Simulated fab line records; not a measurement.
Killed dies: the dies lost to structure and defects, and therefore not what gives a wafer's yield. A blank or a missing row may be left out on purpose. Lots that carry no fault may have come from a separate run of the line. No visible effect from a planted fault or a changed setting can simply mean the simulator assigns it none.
A struck lot beside a sound one || flow sky130 || 40 out of 708 route steps
Sound: these wafers, L690.1, L690.3, L690.5. Struck: wafers L699.2, L699.6. (L699.3 of the same lot was not struck and is left out.) The cause comes at the end.
Per side, at each step with rows, come the tool, then ch with its chambers, and then its first start. Under that, the readings that differ: sound wafers || struck wafers || difference of the means || sigmas: that difference in standard deviations of wafers without a fault.
alike: a reading whose means differ by less than 2 such deviations, as well as words and numbers matching on both sides. not compared: withheld readings; readings where some wafer has no value; bounds like >300 that might hide an equal value; numbers whose values overlap and for which the record gives no deviation.
A row with sigmas, a row that says differs or no value, or rows on one side alone: a step with any of these is where the two part. When numbers do not overlap yet have no deviation, they are printed without sigmas and do not part them. A reading missing from all wafers of one side parts the sides only when that side holds two or more wafers.

first, 6 steps without rows for these wafers: SKY_METAL5_HMDS_08 (prime time 60 s); SKY_METAL5_COAT_09 (resist thk 1800 nm); SKY_METAL5_SOFTBAKE_10 (time 60 s); SKY_METAL5_EXPOSE_11 (exposes mask MM5, target cd 1600 nm); SKY_METAL5_PEB_12; SKY_METAL5_DEVELOP_13 (develop time 60 s).
SKY_METAL5_DESCUM_14: chemistry O2, time 11 s.
  sound on rie-metal-04 ch 1, day 43 22:46; struck on rie-metal-02 ch 1, day 46 13:34
  alike: drypump-motor-current-A, he-backside-leak-sccm, oes-product-au
  not compared: rf-hours-counter-h
SKY_METAL5_METAL_ETCH_15: etches the open film in Cl2/BCl3, stops on SiO2, target depth 1260 nm, time 252 s.
  sound on rie-metal-04 ch 1, day 43 22:49; struck on rie-metal-02 ch 1, day 46 13:35
  alike: bias-w, drypump-motor-current-A, he-backside-leak-sccm, mfc-cl2-sccm, oes-product-au, throttle-valve-pct
  not compared: rf-hours-counter-h
then, 4 steps without rows for these wafers: SKY_METAL5_STRIP_16 (strips in O2/N2); SKY_METAL5_STRIP_17 (strips in post etch residue remover, time 1200 s); SKY_METAL5_CLEAN_18 (cleans in IPA, time 180 s); SKY_METAL5_CLEAN_19 (cleans in O3/DIW).
SKY_PASSIVATION_CVD_00: deposits SiO2, target thk 90 nm.
  sound on pecvd-04 ch 0,1,2, day 43 23:38; struck on pecvd-04 ch 1, day 46 14:25
  alike: heater-power-w
SKY_PASSIVATION_THK_MEAS_01:
  sound on film-metro-03 at day 43 23:40; struck on film-metro-02 at day 46 14:27
  alike: PASSIVATION_CVD_00_THK
then, 1 step without rows for these wafers: SKY_PASSIVATION_CVD_02 (deposits Si3N4, target thk 540 nm).
SKY_PASSIVATION_THK_MEAS_03:
  sound on film-metro-04 at day 44 00:03; struck on film-metro-04 at day 46 14:44
  alike: PASSIVATION_CVD_02_THK
then, 7 steps without rows for these wafers: SKY_PASSIVATION_DEHYDRATE_04 (time 60 s); SKY_PASSIVATION_HMDS_05 (prime time 60 s); SKY_PASSIVATION_COAT_06 (resist thk 3000 nm); SKY_PASSIVATION_SOFTBAKE_07; SKY_PASSIVATION_EXPOSE_08 (exposes mask NSM, target cd 3000 nm); SKY_PASSIVATION_PEB_09; SKY_PASSIVATION_DEVELOP_10 (develop time 60 s).
SKY_PASSIVATION_ETCH_11: etches the open film in CF4/O2, stops on AlCu, target depth 725 nm, time 161.1 s.
  sound on rie-diel-03 ch 1,3, day 44 22:01; struck on rie-diel-02 ch 0, day 47 09:58
  alike: bias-w, cf4-flow-sccm, drypump-motor-current-A, oes-product-au, throttle-valve-pct
  not compared: rf-hours-counter-h
then, 8 steps without rows for these wafers: SKY_PASSIVATION_STRIP_12 (strips in O2/N2); SKY_PAD_OPEN_DEHYDRATE_00 (time 60 s); SKY_PAD_OPEN_HMDS_01 (prime time 60 s); SKY_PAD_OPEN_COAT_02 (resist thk 3000 nm); SKY_PAD_OPEN_SOFTBAKE_03; SKY_PAD_OPEN_EXPOSE_04 (exposes mask PDM, target cd 60000 nm); SKY_PAD_OPEN_PEB_05; SKY_PAD_OPEN_DEVELOP_06 (develop time 60 s).
SKY_PAD_OPEN_ETCH_07: etches the open film in CF4/O2, stops on AlCu, target depth 725 nm, time 161.1 s.
  sound on rie-diel-02 ch 1,3, day 45 19:23; struck on rie-diel-04 ch 0,2, day 48 05:08
  alike: bias-w, cf4-flow-sccm, drypump-motor-current-A, oes-product-au, throttle-valve-pct
  not compared: rf-hours-counter-h
SKY_PAD_OPEN_STRIP_08: strips in O2/N2.
  sound on plasma-asher-01 ch 0,1, day 45 19:29; struck on plasma-asher-03 ch 0, day 48 05:14
  alike: drypump-motor-current-A, oes-product-au, strip-time-to-endpoint-s
  not compared: rf-hours-counter-h
then, 4 steps without rows for these wafers: SKY_PAD_OPEN_STRIP_09 (strips in post etch residue remover, time 1200 s); SKY_PAD_OPEN_CLEAN_10 (cleans in IPA, time 180 s); SKY_PAD_OPEN_CLEAN_11 (cleans in O3/DIW); SKY_PAD_OPEN_ANNEAL_12.
SKY_PAD_OPEN_BOW_MEAS_13:
  sound on film-metro-01 at day 45 21:35; struck on film-metro-02 at day 48 07:29
  alike: PAD_OPEN_BOW
SKY_PAD_OPEN_PROBE_99:
  sound on prober-02 at day 45 21:42; struck on prober-01 at day 48 07:38
{"reading": "defect-limited-yield (%)", "sound": "80.7 83.1 81.1", "struck": "68.1 69.9", "difference": -12.6, "sigmas": -6}
{"reading": "killed-at-other", "sound": "0 0 0", "struck": "72 69", "difference": "+70", "sigmas": "+93"}
{"reading": "killed-dies", "sound": "95 83 93", "struck": "157 148", "difference": "+62", "sigmas": "+6"}
{"reading": "sort_bin_3_pad_short (%)", "sound": "1.2 1.4 1.4", "struck": "4.5 3.9", "difference": "+2.9", "sigmas": "+7"}
{"reading": "sort_bin_5_function (%)", "sound": "10.8 9.8 10.4", "struck": "20.7 19.7", "difference": "+9.9", "sigmas": "+7"}
{"reading": "sort-n-pass", "sound": "397 409 399", "struck": "335 344", "difference": -62, "sigmas": -6}
{"reading": "sort-yield-pct (%)", "sound": "80.7 83.1 81.1", "struck": "68.1 69.9", "difference": -12.6, "sigmas": -6}
{"reading": "model.etest.tester.sort-n-pass", "sound": "397 409 399", "struck": "335 344", "difference": -62, "sigmas": ""}
{"reading": "model.etest.tester.sort-yield-pct (%)", "sound": "80.69 83.13 81.1", "struck": "68.09 69.92", "difference": -12.64, "sigmas": ""}
{"reading": "model.etest.tester.sort_bin_5_pct (%)", "sound": "10.77 9.756 10.37", "struck": "20.73 19.72", "difference": "+9.93", "sigmas": ""}
{"reading": "model.etest.tester.sort_bin_3_pct (%)", "sound": "1.22 1.423 1.423", "struck": "4.472 3.862", "difference": "+2.812", "sigmas": ""}
  alike: killed_at_M0_to_M3, killed_at_M4_up, killed-at-contacts, killed-at-front-end, killed-open, killed-short, sort_bin_6_memory

== WHERE THEY PART ==
At SKY_PAD_OPEN_PROBE_99 and nowhere else, as far as this record goes.

WHY: what had been put in by the simulator
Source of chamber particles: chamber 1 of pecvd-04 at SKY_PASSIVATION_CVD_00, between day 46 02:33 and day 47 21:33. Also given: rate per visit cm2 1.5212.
